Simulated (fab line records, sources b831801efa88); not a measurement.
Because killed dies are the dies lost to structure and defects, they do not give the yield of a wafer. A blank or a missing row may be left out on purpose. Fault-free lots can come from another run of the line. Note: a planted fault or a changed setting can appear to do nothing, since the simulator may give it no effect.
Struck lot and sound lot, side by side	flow sky130	16 steps out of a route of 708
Sound: the wafers L795.1, L795.5, L795.6. Struck: wafers L781.2, L781.4, L781.5. The cause is given at the end.
For every step that has rows: the tool of each side, followed by ch and its chambers, followed by its first start. Under that, the readings that differ: sound wafers	struck wafers	difference of the means	sigmas: that difference in standard deviations of wafers without a fault.
alike: readings whose means differ by less than 2 such deviations, and words and numbers that are the same on both sides. not compared: withheld readings, readings that some wafer has no value for, bounds like >300 that may hide the same value, and numbers for which the record gives no deviation and whose values overlap.
Wherever a step has rows on one side only, a row that says differs or no value, or a row with sigmas, the two part there. Numbers that have no deviation but don't overlap get no sigmas and don't part them. A reading missing from all wafers of one side parts the sides only when that side holds two or more wafers.

first, 5 steps without rows for these wafers: SKY_SONOS_TUNNEL_COAT_02 (resist thk 1140 nm); SKY_SONOS_TUNNEL_SOFTBAKE_03 (time 60 s); SKY_SONOS_TUNNEL_EXPOSE_04 (exposes mask TUNM, target cd 410 nm); SKY_SONOS_TUNNEL_PEB_05; SKY_SONOS_TUNNEL_DEVELOP_06 (develop time 60 s).
SKY_SONOS_TUNNEL_CD_MEAS_07: the cd target is 410 nm.
  sound: cd sem-02 at day 17 08:01; struck: cd sem-02 at day 12 20:53
  alike: cd nm
SKY_SONOS_TUNNEL_OVL_MEAS_08:
  sound: overlay-02 at day 17 08:08; struck: overlay-01 at day 12 21:00
  alike: SONOS_TUNNEL_OVL
then, 3 steps without rows for these wafers: SKY_SONOS_TUNNEL_IMPLANT_09; SKY_SONOS_TUNNEL_WET_ETCH_10 (etches SiO2 in dHF, target depth 14 nm, time 280 s); SKY_SONOS_TUNNEL_STRIP_11 (strips in SPM, time 600 s).
SKY_SONOS_TUNNEL_TW_MEAS_12:
  sound: film metro-04 at day 17 08:45; struck: film metro-04 at day 12 21:28
  alike: SONOS_TUNNEL_TW
then, 1 step without rows for these wafers: SKY_SONOS_TUNNEL_CLEAN_13 (cleans in dHF, time 20 s).
SKY_SONOS_ONO_OXIDATION_00: stabilise 600 s, purge 300 s, target thk 2.6 nm.
  sound on furnace-01 ch 0, day 17 09:14; struck on furnace-01 ch 0, day 12 22:15
reading	sound	struck	difference	sigmas
spike tc bottom C (C)	817.7 816.8 817.1	787.4 789.3 787.7	-29.1	-13
spike tc centre C (C)	799.5 798.2 799.0	769.1 770.0 770.0	-29.2	-22
spike tc lower C (C)	799.0 798.5 799.9	770.9 772.0 770.6	-28.0	-17
spike tc top C (C)	817 816 818	789 788 789	-28	-7
spike tc upper C (C)	796.6 797.5 799.9	769.1 768.7 769.8	-28.8	-24
tube center temp C (C)	800.01 799.98 800.01	770.43 770.36 770.49	-29.57	-99 or more
tube_center_temp_C_max	801.8 802.4 801.9	772.3 772.6 773.0	-29.4	-89
model.SiO2_of_SONOS_ONO_OXIDATION_00.thk nm (nm)	2.598 2.632 2.633	1.657 1.643 1.682	-0.960	
SKY_SONOS_ONO_THK_MEAS_01:
  sound: film metro-01 at day 17 10:35; struck: film metro-03 at day 12 23:37
reading	sound	struck	difference	sigmas
SONOS_ONO_OXIDATION_THK (nm)	2.60 2.60 2.61	1.69 1.62 1.63	-0.96	-17
then, 1 step without rows for these wafers: SKY_SONOS_ONO_CVD_02 (deposits Si3N4 from DCS/NH3, target thk 10.5 nm, time 180 s).
-- here the record skips 34 days between the struck wafers' starts before and after, leaving off in module SONOS_ONO and picking up in module PAD_OPEN (first step shown: number 708 of the route) --
SKY_PAD_OPEN_PROBE_99:
  sound: prober-01 at day 50 02:26; struck: prober-01 at day 47 03:04
reading	sound	struck	difference	sigmas
model.etest.sonos erased.drive ua um	201.9 202.2 195.7	241.5 242.1 266.6	+50.1	
model.etest.sonos uncharged.r on ohm um	798 809.5 790.8	780.3 754.9 768.3	-31.6	
model.etest.cap ono.gate log10 a cm2	-8.01 -8.061 -7.864	-6.62 -6.446 -6.669	+1.40	
model.etest.cap ono.gate bv v (V)	16.25 16.21 16.91	15.47 15.28 15.73	-0.96	
model.etest.cap ono.tox acc nm (nm)	12.95 12.92 12.86	11.8 11.73 11.89	-1.1	
model.etest.sonos erased.vt v (V)	-2.282 -2.263 -2.305	-2.708 -2.729 -2.715	-0.434	
model.etest.sonos baked.vt less v (V)	-0.4828 -0.5006 -0.452	-0.895 -0.9742 -0.842	-0.425	
  alike: killed_at_M0_to_M3, killed_at_M4_up, killed at contacts, killed at front end, killed at other, killed dies, killed on rim, killed open, killed short
  not compared: model.etest.pfet g5v0d10v5.off log10 a um

WHERE THEY PART
First at SKY_SONOS_ONO_OXIDATION_00; last, within this record, at SKY_SONOS_ONO_THK_MEAS_01. Later steps at which nothing parts them and some readings are alike: SKY_PAD_OPEN_PROBE_99.

WHY: what had been put in by the simulator
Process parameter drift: furnace-01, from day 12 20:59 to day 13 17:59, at SKY_SONOS_ONO_OXIDATION_00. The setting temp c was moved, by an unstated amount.
